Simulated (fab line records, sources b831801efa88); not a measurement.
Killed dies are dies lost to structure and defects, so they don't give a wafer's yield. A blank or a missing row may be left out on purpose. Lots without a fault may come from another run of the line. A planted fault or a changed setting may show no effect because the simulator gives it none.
fab line records | flow sky130
record lots=6 wafers=18 last_day=49
route steps=708 shown METAL2@494 VIA2@507 METAL3@532 PAD_OPEN@708
lots that met no fault: from a run of the same line without faults
start_h: hours from the record's first day to the start of the lot's first wafer shown | wait_h: hours since the lot's step before | " the same as in the row above | L1.1+2: a row that stands for several wafers | - no value, or no start given | * or withheld: withheld | < > ~ a bound
route shown NAME@n: a module of which the file shows steps, and the number in the route of the first | usual: mean/standard deviation of fault-free wafers | same: alike in all rows | chamber/n: place in a boat | sites: the reading at each site | _std_site: their standard deviation | _edge_site: outer sites' mean less inner sites' | radius_mm: how far each site lies from the wafer's centre | mask NAME#n: copy n | behind: the tool/chamber that last shaped the wafer | hold: why the lot was held/for how many hours/how that ended | device: the transistor (n, p or np) that didn't switch | end of line: the same wafers' tests at the end of the route | a step without rows: its recipe alone | killed: dies lost to structure and defects at the first sort, not the wafer's yield | map: a wafer's dies, x killed, . not, _ none there
set.NAME: the setting as run; set.NAME@STEP: as run at that earlier step | model.NAME: the simulator's own value behind a step, which no gauge read
lots at some steps of the route; a table a step, a row a wafer
services: from which hour (start_h, from the record's first day; less than 0 if before it) a tool's chamber was out of use, for how many hours, and why
## steps
# step SKY_METAL2_SOFTBAKE_11
# recipe temp_c=100 time_s=90 resist=KrF-thick
# step SKY_METAL2_EXPOSE_12
# recipe mask_id=MM2 na=0.8 source_shape=annular sigma_inner=0.55 sigma_outer=0.85 target_cd_nm=140 dose_mj=28
# step SKY_METAL2_PEB_13
# recipe peb_temp_c=withheld peb_time_s=withheld resist=KrF-thick
# step SKY_METAL2_DEVELOP_14
# recipe develop_time_s=60 resist=KrF-thick dev_temp_c=21
# step SKY_METAL2_CD_MEAS_15
# recipe target_cd_nm=140
# usual cd_nm=139.6/1.5
# columns lot.wafer tool chamber start_h wait_h cd_nm
L864.2 cd_sem-01 - 814.89 - 136.9
L864.3 " - " " 136.7
L864.4 " - " " 136.2
L865.1 cd_sem-02 - 822.31 - 138.8
L865.4 " - " " 138.8
L865.5 " - " " 138.4
L876.1 cd_sem-02 - 902.80 - 140.4
L876.2 " - " " 139.9
L876.4 " - " " 139.9
L877.3 cd_sem-01 - 910.11 - 141.2
L877.4 " - " " 140.6
L877.6 " - " " 141.2
L883.1 cd_sem-02 - 962.92 - 137.7
L883.3 " - " " 138.1
L883.4 " - " " 138.0
L884.2 cd_sem-02 - 965.64 - 136.7
L884.3 " - " " 136.7
L884.6 " - " " 136.4
# step SKY_METAL2_OVL_MEAS_16
# usual METAL2_OVL=-4/5.1
# columns lot.wafer tool chamber start_h wait_h METAL2_OVL[nm]
L864.2 overlay-02 - 815.00 0.1 0
L864.3 " - " " -4
L864.4 " - " " -13
L865.1 overlay-01 - 822.43 0.1 -8
L865.4 " - " " -2
L865.5 " - " " -1
L876.1 overlay-01 - 902.92 0.1 -7
L876.2 " - " " -1
L876.4 " - " " 4
L877.3 overlay-01 - 910.20 0.1 8
L877.4 " - " " -1
L877.6 " - " " 0
L883.1 overlay-02 - 963.04 0.1 -11
L883.3 " - " " -5
L883.4 " - " " -14
L884.2 overlay-02 - 965.75 0.1 -2
L884.3 " - " " -1
L884.6 " - " " 7
# step SKY_METAL2_DESCUM_17
# recipe chemistry=O2 source_power_w=150 bias_power_w=0 pressure_mtorr=10 temp_c=40 time_s=8
# step SKY_METAL2_ETCH_18
# recipe chemistry=N2/H2 target=BARC ion_energy_ev=200 bias_w=100 pressure_mtorr=30 n2_flow_sccm=100 h2_flow_sccm=200 icp_w=500 stop_on=SiO2 time_s=45.9 target_depth_a=600
# step SKY_METAL2_METAL_ETCH_19
# recipe target_depth_a=3600 stop_on=SiO2 over_etch_frac=0.3 time_s=78 chemistry=Cl2/BCl3 resist_sidewall_deg=88 pressure_mtorr=10 icp_w=900 bias_w=48.5 Cl2_flow_sccm=60 bcl3_flow_sccm=30
# step SKY_METAL2_STRIP_20
# recipe chemistry=O2/N2 power_w=1400 pressure_mtorr=1500 platen_temp_c=withheld o2_flow_sccm=3000 n2_flow_sccm=300 overash_fraction=0.5
# step SKY_METAL2_STRIP_21
# recipe chemistry=post_etch_residue_remover time_s=1200 temp_c=72.5
# step SKY_METAL2_CLEAN_22
# recipe chemistry=IPA time_s=180 temp_c=25
# step SKY_METAL2_CLEAN_23
# recipe chemistry=O3/DIW dry=n2_spin
# columns lot.wafer tool chamber start_h wait_h
L864.2+3+4 wet_bench-03 0 815.71 0.0
L865.1+4+5 wet_bench-04 0 823.15 0.0
L876.1+2+4 wet_bench-03 3 903.65 0.0
L877.3+4+6 wet_bench-03 0 910.95 0.0
L883.1+3+4 wet_bench-04 3 963.76 0.0
L884.2+3+6 wet_bench-04 1 966.46 0.0
# step SKY_VIA2_HDPCVD_00
# recipe material=SiO2 target_thk_nm=1180 sigma_open_frac=0.3 time_s=196.7 temp_c=400 sih4_flow_sccm=60 pressure_mtorr=6
# step SKY_VIA2_THK_MEAS_01
# recipe reads=SiO2_of_VIA2_HDPCVD_00
# usual VIA2_HDPCVD_THK=1184/15
# columns lot.wafer tool chamber start_h wait_h VIA2_HDPCVD_THK[nm]
L864.2 film_metro-02 - 815.94 0.1 1174
L864.3 " - " " 1176
L864.4 " - " " 1176
L865.1 film_metro-04 - 823.37 0.1 1182
L865.4 " - " " 1200
L865.5 " - " " 1191
L876.1 film_metro-03 - 903.86 0.1 1198
L876.2 " - " " 1206
L876.4 " - " " 1199
L877.3 film_metro-02 - 911.20 0.1 1164
L877.4 " - " " 1158
L877.6 " - " " 1174
L883.1 film_metro-04 - 963.98 0.1 1169
L883.3 " - " " 1164
L883.4 " - " " 1176
L884.2 film_metro-03 - 966.69 0.1 1173
L884.3 " - " " 1198
L884.6 " - " " 1174
# step SKY_VIA2_CMP_02
# recipe material=SiO2 down_force_psi=4 platen_rpm=60 pad_velocity_m_s=0.94248
# step SKY_VIA2_BOW_MEAS_03
# recipe mode=bow
# usual VIA2_BOW=87/8
# columns lot.wafer tool chamber start_h wait_h VIA2_BOW[um]
L864.2 film_metro-04 - 816.31 0.2 85
L864.3 " - " " 92
L864.4 " - " " 96
L865.1 film_metro-03 - 823.73 0.1 91
L865.4 " - " " 94
L865.5 " - " " 81
L876.1 film_metro-04 - 904.22 0.1 77
L876.2 " - " " 79
L876.4 " - " " 79
L877.3 film_metro-03 - 911.58 0.2 77
L877.4 " - " " 78
L877.6 " - " " 81
L883.1 film_metro-02 - 964.34 0.1 92
L883.3 " - " " 82
L883.4 " - " " 96
L884.2 film_metro-04 - 967.06 0.2 82
L884.3 " - " " 72
L884.6 " - " " 86
# step SKY_VIA2_DEHYDRATE_04
# recipe temp_c=200 time_s=60
# step SKY_VIA2_HMDS_05
# recipe prime_time_s=60 prime_temp_c=120
# step SKY_VIA2_COAT_06
# recipe resist=BARC temp_c=withheld time_s=withheld spin_rpm=3000 resist_thk_nm=60
# step SKY_VIA2_COAT_07
# recipe resist=KrF-thick spin_rpm=3000 resist_thk_nm=450
# step SKY_VIA2_SOFTBAKE_08
# recipe temp_c=100 time_s=90 resist=KrF-thick
# step SKY_VIA2_EXPOSE_09
# recipe mask_id=VIM2 na=0.8 source_shape=annular sigma_inner=0.55 sigma_outer=0.85 target_cd_nm=200 dose_mj=38
# step SKY_VIA2_PEB_10
# recipe peb_temp_c=withheld peb_time_s=withheld resist=KrF-thick
# step SKY_VIA2_DEVELOP_11
# recipe develop_time_s=60 resist=KrF-thick dev_temp_c=21
# step SKY_VIA2_CD_MEAS_12
# recipe target_cd_nm=200
# usual cd_nm=200.5/1.8
# columns lot.wafer tool chamber start_h wait_h cd_nm
L864.2 cd_sem-02 - 842.92 - 199.8
L864.3 " - " " 199.7
L864.4 " - " " 199.7
L865.1 cd_sem-02 - 850.12 - 198.6
L865.4 " - " " 198.5
L865.5 " - " " 200.7
L876.1 cd_sem-01 - 929.00 - 202.4
L876.2 " - " " 203.0
L876.4 " - " " 202.0
L877.3 cd_sem-01 - 936.11 - 200.6
L877.4 " - " " 201.0
L877.6 " - " " 200.4
L883.1 cd_sem-02 - 987.70 - 196.0
L883.3 " - " " 198.7
L883.4 " - " " 198.0
L884.2 cd_sem-01 - 990.99 - 201.8
L884.3 " - " " 203.0
L884.6 " - " " 201.3
# step SKY_VIA2_OVL_MEAS_13
# usual VIA2_OVL=-2/5.8
# columns lot.wafer tool chamber start_h wait_h VIA2_OVL[nm]
L864.2 overlay-01 - 843.03 0.1 -1
L864.3 " - " " 5
L864.4 " - " " -2
L865.1 overlay-01 - 850.24 0.1 -16
L865.4 " - " " -4
L865.5 " - " " -10
L876.1 overlay-02 - 929.12 0.1 -11
L876.2 " - " " -2
L876.4 " - " " -5
L877.3 overlay-01 - 936.20 0.1 -6
L877.4 " - " " 3
L877.6 " - " " -3
L883.1 overlay-02 - 987.82 0.1 -3
L883.3 " - " " -5
L883.4 " - " " -3
L884.2 overlay-01 - 991.10 0.1 -2
L884.3 " - " " -2
L884.6 " - " " -7
# step SKY_VIA2_ETCH_14
# recipe chemistry=N2/H2 target=BARC ion_energy_ev=200 source_w=500 bias_w=100 pressure_mtorr=30 n2_flow_sccm=100 h2_flow_sccm=200 stop_on=SiO2 time_s=45.9 target_depth_a=600
# usual drypump_motor_current_A=5.5/0.38 oes_product_au=0.855/0.0045 throttle_valve_pct=13.224/0.0084
# columns lot.wafer tool chamber start_h wait_h drypump_motor_current_A oes_product_au rf_hours_counter_h throttle_valve_pct
L864.2 rie_diel-01 3 843.06 0.0 5.5 0.857 2 13.233
L864.3 " 2 " " 4.9 0.847 12 13.235
L864.4 " 1 " " 5.8 0.856 7 13.218
L865.1 rie_diel-02 2 850.28 0.0 5.3 0.857 17 13.229
L865.4 " 3 " " 5.8 0.857 18 13.222
L865.5 " 0 " " 5.1 0.851 - 13.226
L876.1 rie_diel-02 0 929.16 0.0 5.1 0.854 10 13.223
L876.2 " 3 " " 5.8 0.853 21 13.221
L876.4 " 2 " " 5.3 0.852 20 13.217
L877.3 rie_diel-01 2 936.23 0.0 4.9 0.851 14 13.218
L877.4 " 0 " " 5.5 0.851 11 13.218
L877.6 " 1 " " 5.8 0.850 - 13.220
L883.1 rie_diel-02 2 987.86 0.0 5.2 0.860 22 13.211
L883.3 " 0 " " 5.1 0.856 12 13.208
L883.4 " 3 " " 5.8 0.855 23 13.224
L884.2 rie_diel-04 1 991.13 0.0 6.0 0.857 17 13.217
L884.3 " 0 " " 5.1 0.857 22 13.225
L884.6 " 0 " " 5.0 0.853 - 13.238
# step SKY_VIA2_ETCH_15
# recipe target=SiO2 chemistry=C4F8/O2/Ar target_depth_nm=546 stop_on=TiN mask_material=KrF-thick source_w=1500 bias_w=1200 pressure_mtorr=40 c4f8_flow_sccm=withheld O2_flow_sccm=6 Ar_flow_sccm=300 time_s=84
# usual oes_product_au=0.940/0.0044
# columns lot.wafer tool chamber start_h wait_h oes_product_au rf_hours_counter_h
L864.2 rie_diel-01 3 843.10 0.0 0.945 2
L864.3 " 2 " " 0.940 12
L864.4 " 1 " " 0.946 7
L865.1 rie_diel-02 2 850.32 0.0 0.943 17
L865.4 " 3 " " 0.938 18
L865.5 " 0 " " 0.939 -
L876.1 rie_diel-02 0 929.20 0.0 0.939 10
L876.2 " 3 " " 0.938 21
L876.4 " 2 " " 0.930 20
L877.3 rie_diel-01 2 936.27 0.0 0.933 14
L877.4 " 0 " " 0.933 11
L877.6 " 1 " " 0.936 -
L883.1 rie_diel-02 2 987.90 0.0 0.932 22
L883.3 " 0 " " 0.945 12
L883.4 " 3 " " 0.937 23
L884.2 rie_diel-04 1 991.17 0.0 0.943 17
L884.3 " 0 " " 0.948 22
L884.6 " 0 " " 0.936 -
# step SKY_VIA2_STRIP_16
# recipe chemistry=O2/N2 power_w=1400 pressure_mtorr=1500 platen_temp_c=withheld o2_flow_sccm=3000 n2_flow_sccm=300 overash_fraction=0.5
# step SKY_VIA2_STRIP_17
# recipe chemistry=post_etch_residue_remover time_s=1200 temp_c=72.5
# step SKY_VIA2_CLEAN_18
# recipe chemistry=IPA time_s=180 temp_c=25
# step SKY_VIA2_CLEAN_19
# recipe chemistry=O3/DIW dry=n2_spin
# step SKY_VIA2_SPUTTER_20
# recipe material=TiN target_thk_nm=20 chamber_pressure_pa=5 power_w=4000 time_s=80
# step SKY_VIA2_CVD_21
# recipe material=W target_thk_nm=420 time_s=126.4 temp_c=400 pressure_torr=40
# step SKY_VIA2_RS_MEAS_22
# recipe thk_meas_gauge=four-point-probe reads=W_of_VIA2_CVD_21+TiN_of_VIA2_SPUTTER_20
# usual VIA2_W_RS=0.271/0.0053
# columns lot.wafer tool chamber start_h wait_h VIA2_W_RS[ohm/sq]
L864.2 film_metro-03 - 844.16 0.1 0.277
L864.3 " - " " 0.265
L864.4 " - " " 0.276
L865.1 film_metro-02 - 851.17 0.1 0.261
L865.4 " - " " 0.263
L865.5 " - " " 0.273
L876.1 film_metro-03 - 930.05 0.1 0.275
L876.2 " - " " 0.264
L876.4 " - " " 0.263
L877.3 film_metro-04 - 937.17 0.1 0.276
L877.4 " - " " 0.273
L877.6 " - " " 0.270
L883.1 film_metro-04 - 988.79 0.1 0.265
L883.3 " - " " 0.273
L883.4 " - " " 0.269
L884.2 film_metro-02 - 992.05 0.1 0.275
L884.3 " - " " 0.267
L884.6 " - " " 0.265
# step SKY_VIA2_THK_MEAS_23
# recipe thk_meas_gauge=xrf reads=W_of_VIA2_CVD_21
# usual VIA2_W_THK=437/9.4
# columns lot.wafer tool chamber start_h wait_h VIA2_W_THK[nm]
L864.2 film_metro-03 - 844.27 0.1 427
L864.3 " - " " 448
L864.4 " - " " 431
L865.1 film_metro-02 - 851.29 0.1 448
L865.4 " - " " 448
L865.5 " - " " 430
L876.1 film_metro-03 - 930.17 0.1 435
L876.2 " - " " 456
L876.4 " - " " 457
L877.3 film_metro-04 - 937.27 0.1 427
L877.4 " - " " 433
L877.6 " - " " 438
L883.1 film_metro-04 - 988.91 0.1 440
L883.3 " - " " 428
L883.4 " - " " 434
L884.2 film_metro-02 - 992.16 0.1 425
L884.3 " - " " 440
L884.6 " - " " 441
# step SKY_VIA2_CMP_24
# recipe stop_on=SiO2 t_overpolish_s=20 down_force_psi=3.5 platen_rpm=60 target_thk_nm=0 pad_velocity_m_s=0.94248
# usual motor_current_A=10.9/1.1 overpolish_run_s=19.999/0.0088 platen_rpm=60.00/0.038 time_to_endpoint_s=103/4.7
# columns lot.wafer tool chamber start_h wait_h motor_current_A overpolish_run_s platen_rpm time_to_endpoint_s
L864.3 cmp-01 2 844.32 0.0 10.6 20.002 59.97 106
L864.4 " 3 " " 9.0 19.982 59.99 97
L864.2 " 1 " " 12.2 20.011 60.02 100
L865.4 cmp-01 2 851.43 0.1 10.8 20.004 59.98 109
L865.1 " 1 " " 12.7 19.983 60.01 104
L865.5 " 3 " " 8.8 19.992 60.02 100
L876.1 cmp-01 1 930.23 0.1 12.1 20.000 60.01 98
L876.2 " 3 " " 8.9 19.994 60.00 103
L876.4 " 0 " " 11.3 20.000 60.00 100
L877.4 cmp-02 0 937.31 0.0 10.6 20.005 60.03 108
L877.3 " 2 " " 10.5 19.994 60.04 110
L877.6 " 0 " " 11.2 20.000 60.09 109
L883.4 cmp-02 0 988.97 0.0 10.2 20.017 59.96 103
L883.3 " 1 " " 10.2 20.002 60.02 99
L883.1 " 3 " " 12.2 19.985 59.97 105
L884.3 cmp-02 2 992.31 0.1 10.5 20.014 60.00 104
L884.2 " 3 " " 12.5 19.984 60.09 100
L884.6 " 1 " " 10.4 20.011 60.03 102
# step SKY_METAL3_SPUTTER_00
# recipe material=Ti target_thk_nm=15 power_w=3000 time_s=10 chamber_pressure_pa=0.4
# step SKY_METAL3_SPUTTER_01
# recipe material=TiN target_thk_nm=20 power_w=6500 time_s=16.7 chamber_pressure_pa=0.4
# usual throttle_valve_pct=29.5/1
# columns lot.wafer tool chamber start_h wait_h throttle_valve_pct
L864.2 pvd_sputter-04 - 844.64 0.0 28.3
L864.3 " - " " 30.4
L864.4 " - " " 30.3
L865.1 pvd_sputter-03 - 851.76 0.0 29.2
L865.4 " - " " 27.8
L865.5 " - " " 28.8
L876.1 pvd_sputter-03 - 930.55 0.0 31.0
L876.2 " - " " 28.5
L876.4 " - " " 28.1
L877.3 pvd_sputter-03 - 937.63 0.0 31.2
L877.4 " - " " 29.3
L877.6 " - " " 28.9
L883.1 pvd_sputter-04 - 989.30 0.0 28.1
L883.3 " - " " 28.3
L883.4 " - " " 30.1
L884.2 pvd_sputter-04 - 992.53 0.0 28.1
L884.3 " - " " 28.3
L884.6 " - " " 28.3
# step SKY_METAL3_SPUTTER_02
# recipe material=AlCu target_thk_nm=735 power_w=10600 time_s=39.1 chamber_pressure_pa=0.4
# step SKY_METAL3_SPUTTER_03
# recipe material=Ti target_thk_nm=5 power_w=3000 time_s=3.3 chamber_pressure_pa=0.4
# usual throttle_valve_pct=29.5/0.99
# columns lot.wafer tool chamber start_h wait_h throttle_valve_pct
L864.2 pvd_sputter-04 - 844.71 0.0 28.4
L864.3 " - " " 30.2
L864.4 " - " " 29.9
L865.1 pvd_sputter-03 - 851.82 0.0 29.1
L865.4 " - " " 28.1
L865.5 " - " " 28.6
L876.1 pvd_sputter-03 - 930.62 0.0 31.0
L876.2 " - " " 28.7
L876.4 " - " " 28.3
L877.3 pvd_sputter-03 - 937.69 0.0 31.2
L877.4 " - " " 28.9
L877.6 " - " " 28.9
L883.1 pvd_sputter-04 - 989.36 0.0 28.4
L883.3 " - " " 28.3
L883.4 " - " " 30.1
L884.2 pvd_sputter-04 - 992.60 0.0 28.2
L884.3 " - " " 28.5
L884.6 " - " " 28.3
# step SKY_PAD_OPEN_PROBE_99
# usual defect_limited_yield=82.1/1.7 killed_at_M0_to_M3=44/6.4 killed_at_M4_up=3.0/1.8 killed_at_contacts=24/5 killed_at_front_end=16/4.3 killed_at_other=0.4/0.76 killed_dies=88/8.6 killed_open=47/7.2 killed_short=40/5.5 sort_bin_3_pad_short=0.9/0.44 sort_bin_5_function=10.6/1.5 sort_bin_6_memory=6.4/1.2 sort_n_pass=404/8.6 sort_yield_pct=82.1/1.7
# same gross_dies=492 killed_at_back_side=0 sort_bin_4_leakage[%]=0 sort_bin_8_speed[%]=0
# columns lot.wafer tool chamber start_h wait_h defect_limited_yield[%] killed_at_M0_to_M3 killed_at_M4_up killed_at_contacts killed_at_front_end killed_at_other killed_dies killed_open killed_short sort_bin_3_pad_short[%] sort_bin_5_function[%] sort_bin_6_memory[%] sort_n_pass sort_yield_pct[%] model.etest.tester.sort_n_pass model.etest.tester.sort_yield_pct model.etest.tester.sort_bin_5_pct model.etest.tester.sort_bin_3_pct
L864.2 prober-01 - 1072.37 0.1 83.9 35 5 28 11 0 79 44 35 1.4 10.2 4.5 413 83.9 413 83.94 10.16 1.423
L864.3 prober-01 - 1072.42 0.2 82.9 38 3 25 18 0 84 50 34 0.8 8.7 7.5 408 82.9 408 82.93 8.74 0.813
L864.4 prober-01 - 1072.47 0.2 81.1 45 2 29 17 0 93 49 44 0.4 12.0 6.5 399 81.1 399 81.1 11.99 0.4065
L865.1 prober-02 - 1077.92 0.1 83.5 37 6 15 20 3 81 40 39 1.2 9.6 5.7 411 83.5 411 83.54 9.553 1.22
L865.4 prober-02 - 1078.07 0.2 85.0 33 2 27 12 0 74 38 36 0.8 9.8 4.5 418 85.0 418 84.96 9.756 0.813
L865.5 prober-02 - 1078.12 0.2 79.3 53 2 26 20 1 102 56 45 0.8 12.6 7.3 390 79.3 390 79.27 12.6 0.813
L876.1 prober-01 - 1139.22 0.1 72.6 100 5 18 12 0 135 37 35 3.9 15.7 7.9 357 72.6 357 72.56 15.65 3.862
L876.2 prober-01 - 1139.27 0.1 73.8 92 4 20 13 0 129 36 33 3.9 16.3 6.1 363 73.8 363 73.78 16.26 3.862
L876.4 prober-01 - 1139.37 0.2 71.5 98 4 24 12 2 140 37 40 3.5 18.3 6.7 352 71.5 352 71.54 18.29 3.455
L877.3 prober-02 - 1143.05 0.2 79.5 62 4 20 15 0 101 41 30 2.4 11.2 6.9 391 79.5 391 79.47 11.18 2.439
L877.4 prober-02 - 1143.10 0.2 76.8 72 3 30 9 0 114 48 42 2.8 12.0 8.3 378 76.8 378 76.83 11.99 2.846
L877.6 prober-02 - 1143.20 0.2 75.6 72 3 27 17 1 120 52 43 2.6 14.2 7.5 372 75.6 372 75.61 14.23 2.642
L883.1 prober-02 - 1182.43 0.1 81.7 39 12 18 21 0 90 51 36 1.0 11.2 6.1 402 81.7 402 81.71 11.18 1.016
L883.3 prober-02 - 1182.53 0.2 81.5 43 2 30 15 1 91 52 39 0.6 11.6 6.3 401 81.5 401 81.5 11.59 0.6098
L883.4 prober-02 - 1182.58 0.2 84.8 39 4 24 8 0 75 39 33 1.4 7.7 6.1 417 84.8 417 84.76 7.724 1.423
L884.2 prober-01 - 1183.51 0.1 79.9 51 3 23 21 1 99 48 51 0.6 11.8 7.7 393 79.9 393 79.88 11.79 0.6098
L884.3 prober-01 - 1183.56 0.2 81.7 56 2 12 20 0 90 48 42 1.0 12.0 5.3 402 81.7 402 81.71 11.99 1.016
L884.6 prober-01 - 1183.71 0.2 83.5 42 3 20 16 0 81 45 36 1.0 9.1 6.3 411 83.5 411 83.54 9.146 1.016
# killed by level:class
L864.2 VIA1:geometric_particle:open=10 CONTACT:geometric_particle:open=10 LI_CONTACT:geometric_particle:open=7 CONTACT:geometric_particle:short=5 METAL1:geometric_particle:short=5 FIELD_ISO:geometric_particle:open=3 METAL2:geometric_particle:short=3 VIA1:geometric_particle:short=3
L864.3 CONTACT:geometric_particle:open=11 VIA1:geometric_particle:open=10 POLY_GATE:geometric_particle:open=6 LI_CONTACT:geometric_particle:open=6 VIA3:geometric_particle:open=4 VIA2:geometric_particle:open=4 METAL1:geometric_particle:short=4 VIA1:geometric_particle:short=4
L864.4 CONTACT:geometric_particle:short=12 VIA1:geometric_particle:open=10 VIA2:geometric_particle:open=9 CONTACT:geometric_particle:open=8 METAL3:geometric_particle:short=8 METAL2:geometric_particle:short=5 FIELD_ISO:geometric_particle:short=4 FIELD_ISO:geometric_particle:open=4
L865.1 VIA1:geometric_particle:open=8 CONTACT:geometric_particle:open=7 METAL2:geometric_particle:short=7 FIELD_ISO:geometric_particle:open=5 METAL1:geometric_particle:short=5 VIA3:geometric_particle:open=4 VIA2:geometric_particle:open=4 METAL4:geometric_particle:short=4
L865.4 CONTACT:geometric_particle:open=12 VIA1:geometric_particle:open=9 CONTACT:geometric_particle:short=7 FIELD_ISO:geometric_particle:short=5 METAL1:geometric_particle:short=5 VIA2:geometric_particle:open=5 LOCAL_INTERCONNECT:geometric_particle:short=4 VIA2:geometric_particle:short=4
L865.5 VIA2:geometric_particle:open=10 VIA3:geometric_particle:open=10 FIELD_ISO:geometric_particle:open=9 LI_CONTACT:geometric_particle:open=9 CONTACT:geometric_particle:open=6 VIA1:geometric_particle:open=6 METAL3:geometric_particle:short=5 POLY_GATE:geometric_particle:short=5
L876.1 METAL2:unspecified=62 VIA1:geometric_particle:short=9 VIA1:geometric_particle:open=7 VIA2:geometric_particle:open=6 LI_CONTACT:geometric_particle:open=5 CONTACT:geometric_particle:open=5 CONTACT:geometric_particle:short=4 VIA3:geometric_particle:open=4
L876.2 METAL2:unspecified=59 METAL1:geometric_particle:short=9 VIA1:geometric_particle:open=9 CONTACT:geometric_particle:open=7 POLY_GATE:geometric_particle:short=5 LI_CONTACT:geometric_particle:open=5 VIA2:geometric_particle:open=4 VIA3:geometric_particle:short=4
L876.4 METAL2:unspecified=62 VIA1:geometric_particle:open=12 CONTACT:geometric_particle:open=8 METAL1:geometric_particle:short=7 LI_CONTACT:geometric_particle:short=6 FIELD_ISO:geometric_particle:short=4 CONTACT:geometric_particle:short=4 VIA1:geometric_particle:short=4
L877.3 METAL2:unspecified=30 CONTACT:geometric_particle:open=9 VIA1:geometric_particle:open=6 FIELD_ISO:geometric_particle:short=5 LI_CONTACT:geometric_particle:open=5 METAL1:geometric_particle:short=5 FIELD_ISO:geometric_particle:open=4 CONTACT:geometric_particle:short=4
L877.4 METAL2:unspecified=24 CONTACT:geometric_particle:open=13 VIA1:geometric_particle:open=10 VIA3:geometric_particle:open=8 CONTACT:geometric_particle:short=7 LOCAL_INTERCONNECT:geometric_particle:short=6 METAL1:geometric_particle:short=6 VIA2:geometric_particle:open=5
L877.6 METAL2:unspecified=25 CONTACT:geometric_particle:open=13 VIA2:geometric_particle:open=11 METAL1:geometric_particle:short=8 VIA1:geometric_particle:short=7 VIA1:geometric_particle:open=6 POLY_GATE:geometric_particle:open=5 POLY_GATE:geometric_particle:short=5
L883.1 VIA1:geometric_particle:open=13 CONTACT:geometric_particle:open=8 METAL4:geometric_particle:short=8 FIELD_ISO:geometric_particle:open=7 VIA1:geometric_particle:short=6 FIELD_ISO:geometric_particle:short=5 LI_CONTACT:geometric_particle:open=5 METAL1:geometric_particle:short=5
L883.3 LI_CONTACT:geometric_particle:open=9 CONTACT:geometric_particle:open=9 VIA1:geometric_particle:short=8 VIA1:geometric_particle:open=8 VIA2:geometric_particle:open=6 VIA3:geometric_particle:open=5 LI_CONTACT:geometric_particle:short=5 METAL2:geometric_particle:short=4
L883.4 CONTACT:geometric_particle:open=9 VIA1:geometric_particle:open=9 VIA3:geometric_particle:open=5 LI_CONTACT:geometric_particle:open=5 CONTACT:geometric_particle:short=5 FIELD_ISO:geometric_particle:short=4 LOCAL_INTERCONNECT:geometric_particle:short=4 VIA2:geometric_particle:open=4
L884.2 VIA1:geometric_particle:short=8 VIA1:geometric_particle:open=8 VIA2:geometric_particle:open=8 VIA3:geometric_particle:open=7 LI_CONTACT:geometric_particle:open=6 METAL2:geometric_particle:short=6 POLY_GATE:geometric_particle:open=5 LI_CONTACT:geometric_particle:short=5
L884.3 VIA1:geometric_particle:open=14 VIA1:geometric_particle:short=9 FIELD_ISO:geometric_particle:open=6 VIA3:geometric_particle:open=6 METAL2:geometric_particle:short=6 VIA2:geometric_particle:open=6 POLY_GATE:geometric_particle:open=5 LI_CONTACT:geometric_particle:open=5
L884.6 VIA1:geometric_particle:open=13 CONTACT:geometric_particle:open=7 VIA2:geometric_particle:open=6 POLY_GATE:geometric_particle:short=5 VIA3:geometric_particle:open=5 METAL1:geometric_particle:short=5 METAL2:geometric_particle:short=5 FIELD_ISO:geometric_particle:open=4
# map L876.4 (x killed, . not)
__________.....x..x._________
________.xx........x.x_______
______..........xxxx.x.._____
_____..xxx.xx..xxxxxxxxxx____
____.x........xxxxxxxxx..x___
___.....x.xx.xxxxxxxxxxxx..__
__....xx......xxxxxxxxxx..x._
_.............xxxxxxxxxx.....
_x.....x...x..x.xxxxxx.x.x...
_.x..x.x...x..xx.xxx.x....x..
_.....x.............x..x.x...
_..................x.....x...
_............x............x..
_.x..x..............x..x.x...
_....x.....x................x
__.....x.....x.........xxx.._
___.....x.x...x............__
____..........x.......x.xx___
_____...x.......x....x...____
______..x....xx........._____
________x..x..x.x..xxx_______
__________...x......_________
# map L877.6 (x killed, . not)
__________..x......._________
________...xx.....x.xx_______
______x.xx.........xxxxx_____
_____....x..x.......xxxxx____
____..x..x.........x.xxxxx___
___xxx........x....x.xxxxxx__
__.......xx.xx.............._
_......x....x......x....x....
_..x....x......x.........x...
_...xx......x.....x....x...x.
_.x....x....xx.....x.x....x.x
_.....x...xx.......x..x.x.xx.
_........x...x.....x...x...x.
_.....xx...........x.........
_....x.xx.x....x......x...x..
__.....x.......x......x...x._
___.....x..x.x.x.........x.__
____x...x...........xx..xx___
_____.xx.x...x.xx.....x..____
______....x.xx...x....x._____
________....xx......x._______
__________.x........_________
## services
# columns tool chamber start_h hours kind
pvd_sputter-04 - 793.85 1.6 repair
pvd_sputter-03 - 807.58 1.4 repair
rie_diel-02 2 810.79 31.5 repair
cmp-02 - 812.20 0.6 repair
cmp-02 - 830.73 3.0 repair
rie_diel-02 1 840.87 4.1 repair
rie_diel-01 - 849.51 0.2 repair
cmp-02 - 855.57 0.8 repair
rie_diel-02 3 858.95 3.1 repair
rie_diel-01 - 865.89 28.6 repair
cmp-02 - 875.83 0.6 repair
rie_diel-02 1 877.29 3.6 repair
pvd_sputter-03 - 879.07 4.5 repair
cmp-02 - 912.00 4.0 pm
cmp-01 - 922.22 2.5 repair
pvd_sputter-03 - 928.79 0.6 repair
cmp-02 - 929.32 0.3 repair
rie_diel-02 - 930.55 0.5 repair
rie_diel-02 1 960.33 7.1 repair
rie_diel-01 1 965.47 10.7 repair
rie_diel-01 3 969.45 20.5 repair
rie_diel-01 1 977.86 4.1 repair
rie_diel-02 - 982.95 0.9 repair
rie_diel-01 0 986.86 6.9 repair
## key
first_sign step=SKY_PAD_OPEN_PROBE_99 reading=killed_at_M0_to_M3 direction=up sigmas=5.9 usual=44 struck=83
effect step=SKY_PAD_OPEN_PROBE_99 reading=sort_bin_3_pad_short direction=up sigmas=5.2 usual=0.9 struck=3.2
model_effect step=SKY_PAD_OPEN_PROBE_99 value=etest.tester.sort_n_pass without=407.2 struck=368.8
met_at SKY_METAL2_CLEAN_23
struck_wafers L876.1,L876.2,L876.4,L877.3,L877.4,L877.6
onset_between 815.71 903.65
also_fits SKY_METAL3_SPUTTER_01:pvd_sputter-03,SKY_METAL3_SPUTTER_03:pvd_sputter-03
fault kind=chamber_particle_source tool=wet_bench-03 chamber=- onset_h=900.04 steps=SKY_METAL2_CLEAN_23 rate_per_visit_cm2=1.2686 end_h=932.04
